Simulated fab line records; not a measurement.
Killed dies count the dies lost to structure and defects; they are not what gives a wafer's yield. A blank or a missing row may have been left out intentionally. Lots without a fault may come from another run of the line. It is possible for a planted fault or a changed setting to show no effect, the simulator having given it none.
Split-lot study :: flow gf180mcu :: route with 602 steps; 5 lots, 23 wafers read

## SPLIT DETAILS
At GF_MVPSD_COAT_02 (resist thk 3000 nm), the setting spin_rpm was moved away from the recipe's 2000 rpm on 7 of the 23 wafers read, by -5.8% to +5.7%. All remaining wafers had this setting at the recipe value.

The reading is taken at the split's own step.

## THE READING
coat_of_MVPSD_COAT_02.thk_nm (the simulator's own value, which no gauge read), in nm, at GF_MVPSD_COAT_02 (resist thk 3000 nm). No usual value for it is given in the file. Here, 16 wafers ran the recipe; their average is 3004 nm with a standard deviation of 11 nm.

wafer: L076.1
tool, chamber at the split: litho_track-01, 0
spin_rpm as run, rpm: 2000
against the recipe: recipe
coat_of_MVPSD_COAT_02.thk_nm, nm: 3001
against lot-mates on the recipe: -

wafer: L076.5
tool, chamber at the split: litho_track-01, 0
spin_rpm as run, rpm: 2000
against the recipe: recipe
coat_of_MVPSD_COAT_02.thk_nm, nm: 3001
against lot-mates on the recipe: -

wafer: L076.4
tool, chamber at the split: litho_track-01, 0
spin_rpm as run, rpm: 2000
against the recipe: recipe
coat_of_MVPSD_COAT_02.thk_nm, nm: 2998
against lot-mates on the recipe: -

wafer: L077.1
tool, chamber at the split: litho_track-04, 0
spin_rpm as run, rpm: 2000
against the recipe: recipe
coat_of_MVPSD_COAT_02.thk_nm, nm: 2993
against lot-mates on the recipe: -

wafer: L077.2
tool, chamber at the split: litho_track-04, 0
spin_rpm as run, rpm: 2000
against the recipe: recipe
coat_of_MVPSD_COAT_02.thk_nm, nm: 3003
against lot-mates on the recipe: -

wafer: L077.3
tool, chamber at the split: litho_track-04, 0
spin_rpm as run, rpm: 2114
against the recipe: +5.7%
coat_of_MVPSD_COAT_02.thk_nm, nm: 2930
against lot-mates on the recipe: -71

wafer: L077.5
tool, chamber at the split: litho_track-04, 0
spin_rpm as run, rpm: 2000
against the recipe: recipe
coat_of_MVPSD_COAT_02.thk_nm, nm: 3006
against lot-mates on the recipe: -

wafer: L077.6
tool, chamber at the split: litho_track-04, 0
spin_rpm as run, rpm: 2114
against the recipe: +5.7%
coat_of_MVPSD_COAT_02.thk_nm, nm: 2922
against lot-mates on the recipe: -79

wafer: L081.1
tool, chamber at the split: litho_track-03, 0
spin_rpm as run, rpm: 1883
against the recipe: -5.8%
coat_of_MVPSD_COAT_02.thk_nm, nm: 3098
against lot-mates on the recipe: +94

wafer: L081.2
tool, chamber at the split: litho_track-03, 0
spin_rpm as run, rpm: 1883
against the recipe: -5.8%
coat_of_MVPSD_COAT_02.thk_nm, nm: 3093
against lot-mates on the recipe: +88

wafer: L081.4
tool, chamber at the split: litho_track-03, 0
spin_rpm as run, rpm: 1883
against the recipe: -5.8%
coat_of_MVPSD_COAT_02.thk_nm, nm: 3093
against lot-mates on the recipe: +88

wafer: L081.5
tool, chamber at the split: litho_track-03, 0
spin_rpm as run, rpm: 2000
against the recipe: recipe
coat_of_MVPSD_COAT_02.thk_nm, nm: 3001
against lot-mates on the recipe: -

wafer: L081.6
tool, chamber at the split: litho_track-03, 0
spin_rpm as run, rpm: 2000
against the recipe: recipe
coat_of_MVPSD_COAT_02.thk_nm, nm: 3008
against lot-mates on the recipe: -

wafer: L082.1
tool, chamber at the split: litho_track-03, 0
spin_rpm as run, rpm: 2000
against the recipe: recipe
coat_of_MVPSD_COAT_02.thk_nm, nm: 3028
against lot-mates on the recipe: -

wafer: L082.2
tool, chamber at the split: litho_track-03, 0
spin_rpm as run, rpm: 1891
against the recipe: -5.4%
coat_of_MVPSD_COAT_02.thk_nm, nm: 3103
against lot-mates on the recipe: +79

wafer: L082.3
tool, chamber at the split: litho_track-03, 0
spin_rpm as run, rpm: 1891
against the recipe: -5.4%
coat_of_MVPSD_COAT_02.thk_nm, nm: 3105
against lot-mates on the recipe: +81

wafer: L082.4
tool, chamber at the split: litho_track-03, 0
spin_rpm as run, rpm: 2000
against the recipe: recipe
coat_of_MVPSD_COAT_02.thk_nm, nm: 3025
against lot-mates on the recipe: -

wafer: L082.5
tool, chamber at the split: litho_track-03, 0
spin_rpm as run, rpm: 2000
against the recipe: recipe
coat_of_MVPSD_COAT_02.thk_nm, nm: 3019
against lot-mates on the recipe: -

wafer: L083.1
tool, chamber at the split: litho_track-01, 0
spin_rpm as run, rpm: 2000
against the recipe: recipe
coat_of_MVPSD_COAT_02.thk_nm, nm: 2993
against lot-mates on the recipe: -

wafer: L083.2
tool, chamber at the split: litho_track-01, 0
spin_rpm as run, rpm: 2000
against the recipe: recipe
coat_of_MVPSD_COAT_02.thk_nm, nm: 2992
against lot-mates on the recipe: -

wafer: L083.4
tool, chamber at the split: litho_track-01, 0
spin_rpm as run, rpm: 2000
against the recipe: recipe
coat_of_MVPSD_COAT_02.thk_nm, nm: 2992
against lot-mates on the recipe: -

wafer: L083.3
tool, chamber at the split: litho_track-01, 0
spin_rpm as run, rpm: 2000
against the recipe: recipe
coat_of_MVPSD_COAT_02.thk_nm, nm: 3000
against lot-mates on the recipe: -

wafer: L083.6
tool, chamber at the split: litho_track-01, 0
spin_rpm as run, rpm: 2000
against the recipe: recipe
coat_of_MVPSD_COAT_02.thk_nm, nm: 3002
against lot-mates on the recipe: -

THE FIT
A straight line over all 23 wafers: coat_of_MVPSD_COAT_02.thk_nm changes by -15.6 nm for each +1% of spin_rpm; r = -0.98; the points scatter about the line by 11 nm.
The same after taking each lot's own level away (the mean of its wafers on the recipe; 23 wafers): -14.4 nm for each +1%; r = -0.99; scatter 4.7 nm.
According to that fit, moving spin_rpm by its largest amount changes the reading by 85 nm.
From 2995.8 to 3024.0 nm: that is the span of the lots' own levels, equal to 2.6 times the standard deviation above.
So the lot-to-lot level changes the slope little: the two slopes agree.
Check: for one of the wafers moved furthest among these (-5.8%), held out of the fit, the line's prediction against its lot-mates is +84.5 nm. It came out at +93.5 nm against them.

## FURTHER SPLITS ON THESE WAFERS
Other splits were also applied to these wafers ahead of the reading. Each is held against what the fit with the lots' levels taken away leaves over:
other split on the same wafers: GF_STI_OXIDATION_01 ox_time_s
wafers away from the commonest value: 10
r with coat_of_MVPSD_COAT_02.thk_nm (lot level and that fit taken away): +0.06

other split on the same wafers: GF_STI_EXPOSE_09 dose_mj
wafers away from the commonest value: 2
r with coat_of_MVPSD_COAT_02.thk_nm (lot level and that fit taken away): -0.11

other split on the same wafers: GF_STI_PEB_10 peb_temp_c
wafers away from the commonest value: 11
r with coat_of_MVPSD_COAT_02.thk_nm (lot level and that fit taken away): +0.24

other split on the same wafers: GF_STI_WET_ETCH_26 temp_c
wafers away from the commonest value: 18
r with coat_of_MVPSD_COAT_02.thk_nm (lot level and that fit taken away): -0.27

other split on the same wafers: GF_NWELL_IMPLANT_08 energy_kev
wafers away from the commonest value: 4
r with coat_of_MVPSD_COAT_02.thk_nm (lot level and that fit taken away): -0.07

other split on the same wafers: GF_MVSD_IMPLANT_08 energy_kev
wafers away from the commonest value: 8
r with coat_of_MVPSD_COAT_02.thk_nm (lot level and that fit taken away): +0.19

## THE WHOLE CHAIN: every reading that the file lists as answering this split, in the file's order
step: GF_MVPSD_COAT_02
what it does: resist thk 3000 nm
reading: coat_of_MVPSD_COAT_02.thk_nm (the simulator's own value, which no gauge read)
change (the file's fit): -14.4 nm for each +1% of the setting
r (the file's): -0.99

step: GF_MVPSD_STRIP_10
what it does: strips in O2/N2
reading: strip_time_to_endpoint_s
change (the file's fit): withheld for each +1% of the setting
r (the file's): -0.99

## FILE'S OWN FIT
coat_of_MVPSD_COAT_02.thk_nm changes by -14.4 nm for each +1% of spin_rpm, r = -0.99.
